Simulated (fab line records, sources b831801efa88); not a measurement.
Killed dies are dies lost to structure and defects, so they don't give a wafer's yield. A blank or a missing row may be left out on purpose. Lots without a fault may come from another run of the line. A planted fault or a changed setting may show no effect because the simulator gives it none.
Which tool did it? | flow gf180mcu | 15 lots, 45 wafers sampled, at 2 steps of a route of 602

WHAT THE GAUGES READ, wafer by wafer
GF_POLY_GATE_THK_MEAS_17.
lot  | measured     | on            | POLY_GATE_OXIDATION_THK (nm)
L463 | day 10 14:10 | film_metro-02 | 4.11 4.07 4.08
L465 | day 10 16:49 | film_metro-03 | 3.96 3.96 4.02
L464 | day 10 19:22 | film_metro-03 | 4.03 3.97 3.99
L466 | day 11 00:05 | film_metro-03 | 4.03 4.06 3.99
L467 | day 11 13:17 | film_metro-03 | 4.02 4.09 4.03
L468 | day 11 18:03 | film_metro-02 | 3.93 3.98 3.94
L474 | day 13 20:44 | film_metro-02 | 3.91 3.98 3.95
L475 | day 14 00:17 | film_metro-01 | 4.01 3.91 3.95
L476 | day 14 10:05 | film_metro-01 | 4.02 3.97 4.11
L477 | day 14 11:21 | film_metro-03 | 4.01 4.07 4.06
L478 | day 14 17:54 | film_metro-03 | 4.10 4.11 4.07
L479 | day 15 03:48 | film_metro-02 | 4.06 4.08 4.06
L480 | day 15 11:57 | film_metro-02 | 3.94 4.02 4.01
L481 | day 15 17:56 | film_metro-03 | 3.95 3.95 3.94
L482 | day 16 00:07 | film_metro-03 | 3.98 3.92 3.93

GF_HV_LDD_CD_MEAS_07: target cd 400 nm.
lot  | measured     | on        | cd_nm (nm)
L463 | day 11 08:53 | cd_sem-01 | 400.0 400.3 398.9
L465 | day 11 11:11 | cd_sem-01 | 398.5 399.4 400.6
L464 | day 11 14:40 | cd_sem-01 | 401.8 401.2 400.1
L466 | day 11 19:29 | cd_sem-01 | 400.7 403.0 399.4
L467 | day 12 08:02 | cd_sem-01 | 399.5 399.2 401.1
L468 | day 12 13:02 | cd_sem-01 | 397.8 395.1 395.6
L474 | day 14 17:53 | cd_sem-01 | 399.4 397.4 397.9
L475 | day 14 20:34 | cd_sem-01 | 400.0 398.1 399.0
L476 | day 15 06:50 | cd_sem-02 | 398.4 399.2 398.2
L477 | day 15 08:49 | cd_sem-01 | 396.0 396.9 399.2
L478 | day 15 15:38 | cd_sem-01 | 397.3 397.9 397.0
L479 | day 16 01:07 | cd_sem-02 | 397.2 397.5 397.3
L480 | day 16 10:10 | cd_sem-01 | 398.4 397.6 395.5
L481 | day 16 16:03 | cd_sem-01 | 399.2 399.6 396.9
L482 | day 16 21:54 | cd_sem-02 | 404.5 403.7 404.3

WHICH TOOL RAN EACH LOT (tool, then ch and the chambers of the sampled wafers, then the start)
The record holds no process step before these readings.

WHAT THE TOOLS THEMSELVES READ (means of the sampled wafers that have a number; where no wafer has one, the mark that the record gives instead)
The record holds no such reading with a usual standard deviation.

THE ANSWER, worked out from the rows above alone
Rule: what is usual is taken from the lots themselves. Put in order of their means at a reading, lots are off if they are a third of the lots or fewer, leave a main group of 4 or more, and stand apart from it by a gap of 3 or more times the standard deviation of the main group's means; of several such gaps the widest counts. A main group whose means are all the same, to the digits that the tables above print for the reading, isn't used. A lot without any number at a reading at which 4 lots or more have one is off too. The other lots that the step has rows for count as sound. The gauges are gone through in route order, then the tools' own readings, and for those a lot's mean is taken as printed above. The first step at which some lot is off is used, and at that step the reading that is off furthest; a lot without a number counts as furthest.
No lot is off at any reading shown: from this, nothing can be told.

WHAT THE SIMULATOR HAD PUT IN
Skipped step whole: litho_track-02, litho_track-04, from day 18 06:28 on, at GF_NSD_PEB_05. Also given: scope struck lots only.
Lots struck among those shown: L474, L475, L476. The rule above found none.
